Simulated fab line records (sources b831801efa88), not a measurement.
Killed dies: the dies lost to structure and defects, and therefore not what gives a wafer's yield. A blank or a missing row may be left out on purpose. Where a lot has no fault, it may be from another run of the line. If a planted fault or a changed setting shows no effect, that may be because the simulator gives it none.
A struck lot beside a sound one	flow sky130	25 out of 708 route steps
Sound: the wafers L658.2, L658.5, L658.6. The struck wafers were L662.1, L662.2, L662.4. The cause comes at the end.
For every step that has rows: the tool of each side, followed by ch and its chambers, followed by its first start. Under that, the readings that differ: sound wafers	struck wafers	difference of the means	sigmas: that difference in standard deviations of wafers without a fault.
alike: words and numbers the same on both sides, and readings whose means are apart by under 2 such deviations; not compared: readings that were withheld, readings missing a value for some wafer, numbers with overlapping values and no deviation given by the record, and bounds like >300 which may hide the same value.
Wherever a step has rows on one side only, a row that says differs or no value, or a row with sigmas, the two part there. When numbers do not overlap yet have no deviation, they are printed without sigmas and do not part them. A reading missing from all wafers of one side parts the sides only when that side holds two or more wafers.

first, 9 steps without rows for these wafers: SKY_LI_CONTACT_ETCH_14 (etches BARC in N2/H2, stops on SiO2, time 45.9 s, target depth 60 nm); SKY_LI_CONTACT_ETCH_15 (etches PSG in C4F8/O2/Ar, stops on Si, target depth 600 nm); SKY_LI_CONTACT_STRIP_16 (strips in O2/N2); SKY_LI_CONTACT_CLEAN_17 (cleans in NMP, time 600 s); SKY_LI_CONTACT_PRE_CLEAN_18 (time 5.6 s); SKY_LI_CONTACT_SPUTTER_19 (material Ti, target thk 20 nm, time 106.37 s); SKY_LI_CONTACT_SPUTTER_20 (material TiN, target thk 20 nm, time 80 s); SKY_LI_CONTACT_CVD_21 (deposits W, target thk 400 nm, time 120.56 s); SKY_LI_CONTACT_CMP_24 (polishes, stops on PSG, t overpolish 20 s, target thk 0 nm).
SKY_LOCAL_INTERCONNECT_SPUTTER_00: material TiN, target thk 100 nm, time 83.3 s.
  struck on pvd-sputter-04, day 33 22:38; sound on pvd-sputter-04, day 32 16:22
reading	sound	struck	difference	sigmas
cathode-dc-power-W (W)	6500.2 6499.6 6498.1	6761.8 6760.8 6762.8	+262.5	+99 or more
  alike: substrate-temp-c, throttle-valve-pct
  not compared: model.TiN_of_LOCAL_INTERCONNECT_SPUTTER_00.thk-nm
SKY_LOCAL_INTERCONNECT_RS_MEAS_01: a four-point-probe measurement.
  struck on film-metro-03, day 33 22:59; sound on film-metro-01, day 32 16:26
  alike: LOCAL_INTERCONNECT_TIN_RS
  not compared: hold
SKY_LOCAL_INTERCONNECT_THK_MEAS_02: measures by xrf.
  struck on film-metro-03, day 34 00:58; sound on film-metro-01, day 32 16:33
  alike: LOCAL_INTERCONNECT_TIN_THK
  not compared: hold
then, 8 steps without rows for these wafers: SKY_LOCAL_INTERCONNECT_HMDS_04 (prime time 60 s); SKY_LOCAL_INTERCONNECT_COAT_05 (resist thk 60 nm); SKY_LOCAL_INTERCONNECT_COAT_06 (resist thk 450 nm); SKY_LOCAL_INTERCONNECT_SOFTBAKE_07 (time 90 s); SKY_LOCAL_INTERCONNECT_EXPOSE_08 (exposes mask LI1M, target cd 170 nm); SKY_LOCAL_INTERCONNECT_PEB_09; SKY_LOCAL_INTERCONNECT_DEVELOP_10 (develop time 60 s); SKY_LOCAL_INTERCONNECT_ETCH_13 (etches BARC in N2/H2, stops on SiO2, time 45.9 s, target depth 60 nm).
SKY_LOCAL_INTERCONNECT_METAL_ETCH_14: etches TiN in Cl2/BCl3, stops on PSG, target depth 110 nm, time 31.4 s.
  sound on rie-metal-03 ch 0,1, day 33 19:13; struck on rie-metal-02 ch 0,1, day 35 02:06
  alike: chamber-pressure-mTorr, drypump-motor-current-A, oes-product-au, throttle-valve-pct
  not compared: rf-hours-counter-h, model.etch.depth-nm, model.LOCAL_INTERCONNECT.feature-depth-nm
then, 1 step without rows for these wafers: SKY_LOCAL_INTERCONNECT_STRIP_15 (strips in O2/N2).
SKY_LOCAL_INTERCONNECT_STRIP_16: strips in post etch residue remover, time 1200 s.
  sound on wet-bench-02 ch 3, day 33 19:22; struck on wet-bench-02 ch 3, day 35 02:15
  not compared: model.TiN_of_LOCAL_INTERCONNECT_SPUTTER_00.thk-nm
then, 1 step without rows for these wafers: SKY_LOCAL_INTERCONNECT_CLEAN_17 (cleans in IPA, time 180 s).
-- a jump in the record: the struck wafers' starts before and after are 14 days apart (it breaks off in module LOCAL_INTERCONNECT and resumes in module PAD_OPEN, where the first step shown is number 708 of the route) --
SKY_PAD_OPEN_PROBE_99:
  struck on prober-02, day 49 09:10; sound on prober-02, day 48 10:15
reading	sound	struck	difference	sigmas
model.etest.res-li.rs-ohm-sq	12.44 12.5 12.69	12.05 12.38 12.11	-0.36	
  alike: killed_at_M0_to_M3, killed_at_M4_up, killed-at-contacts, killed-at-front-end, killed-at-other, killed-dies, killed-open, killed-short
  not compared: model.etest.res-li.line-ohm-um

## WHERE THEY PART
Within this record, at SKY_LOCAL_INTERCONNECT_SPUTTER_00 only. Later steps at which nothing parts them and some readings are alike: SKY_LOCAL_INTERCONNECT_RS_MEAS_01, SKY_LOCAL_INTERCONNECT_THK_MEAS_02, SKY_LOCAL_INTERCONNECT_METAL_ETCH_14, SKY_PAD_OPEN_PROBE_99.

WHY: what had been put in by the simulator
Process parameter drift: pvd-sputter-04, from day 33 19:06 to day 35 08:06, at SKY_LOCAL_INTERCONNECT_SPUTTER_00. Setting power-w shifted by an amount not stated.
